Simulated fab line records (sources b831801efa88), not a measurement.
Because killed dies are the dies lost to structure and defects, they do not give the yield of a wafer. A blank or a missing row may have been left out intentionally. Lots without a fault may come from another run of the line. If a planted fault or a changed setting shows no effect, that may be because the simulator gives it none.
The tool behind it: which one?    flow sky130    route of 708 steps, sampled at 1 step: 6 lots, 18 wafers

WHAT THE GAUGES READ, wafer by wafer
SKY_SD_P_CD_MEAS_07 targets a cd of 380 nm.
lot   measured      on         cd_nm (nm)
L388  day 25 15:01  cd_sem-01  377.4 377.6 374.3
L390  day 25 21:46  cd_sem-01  379.7 377.3 380.5
L395  day 28 06:11  cd_sem-01  381.2 381.2 380.9
L403  day 30 23:50  cd_sem-01  384.5 386.9 382.7
L405  day 31 05:52  cd_sem-02  379.6 381.0 381.9
L410  day 32 23:25  cd_sem-02  380.0 384.2 383.3

WHICH TOOL RAN EACH LOT (tool, then ch and the chambers of the sampled wafers, then the start)
The record holds no process step before these readings.

THE ANSWER, worked out from the rows above alone
Rule: what is usual is taken from the lots themselves. The widest of any qualifying gaps counts: lots, ordered by their means at a reading, are off when they make up no more than a third of the lots, leave a main group of 4 or more, and stand apart from it by 3 or more times the standard deviation of that group's means. The tables above print the reading to a certain number of digits; a main group whose means all agree to those digits is not used. A lot without any number at a reading at which 4 lots or more have one is off too. The other lots that the step has rows for count as sound.
No lot is off at any reading shown: from this, nothing can be told.

WHAT THE SIMULATOR HAD PUT IN
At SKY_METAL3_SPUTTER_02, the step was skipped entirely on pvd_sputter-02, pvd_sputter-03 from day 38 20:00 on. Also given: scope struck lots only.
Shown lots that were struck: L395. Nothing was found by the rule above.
